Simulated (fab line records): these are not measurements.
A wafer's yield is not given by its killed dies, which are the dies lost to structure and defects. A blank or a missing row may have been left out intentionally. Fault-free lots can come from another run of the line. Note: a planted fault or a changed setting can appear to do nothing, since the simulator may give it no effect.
Which tool is to blame? | flow gf180mcu | 36 wafers sampled from 12 lots at 1 step of a route of 602

== WHAT THE GAUGES READ, wafer by wafer ==
GF_V3_OVL_MEAS_15.
lot  | measured     | on         | V3_OVL (nm)
L075 | day 22 11:40 | overlay-01 | -7 -3 -9
L077 | day 23 14:00 | overlay-01 | 1 -2 -7
L079 | day 23 22:43 | overlay-02 | -3 0 -5
L081 | day 24 15:48 | overlay-01 | -8 -5 -5
L083 | day 25 06:39 | overlay-02 | 6 -4 0
L085 | day 26 02:54 | overlay-01 | 1 -7 2
L087 | day 27 01:55 | overlay-02 | -8 -5 -1
L089 | day 27 11:51 | overlay-01 | -12 -6 -4
L091 | day 28 01:00 | overlay-01 | -9 -7 2
L093 | day 28 19:27 | overlay-01 | -6 2 -3
L095 | day 29 02:24 | overlay-02 | 1 5 5
L097 | day 29 22:56 | overlay-02 | -5 0 9

== EACH LOT AND THE TOOL THAT RAN IT (in order: tool; ch and the chambers of the sampled wafers; start) ==
The record shows no process step preceding these readings.

== THE ANSWER, worked out from the rows above alone ==
Rule: usual is defined by the lots themselves. The widest of any qualifying gaps counts: lots, ordered by their means at a reading, are off when they make up no more than a third of the lots, leave a main group of 4 or more, and stand apart from it by 3 or more times the standard deviation of that group's means. A main group whose means are all the same, to the digits that the tables above print for the reading, isn't used. Also off: a lot with no number at a reading for which 4 or more lots have one. All remaining lots with rows at the step are treated as sound.
No lot is off on any of the readings shown, so nothing can be concluded from this.

== WHAT WAS PUT IN BY THE SIMULATOR ==
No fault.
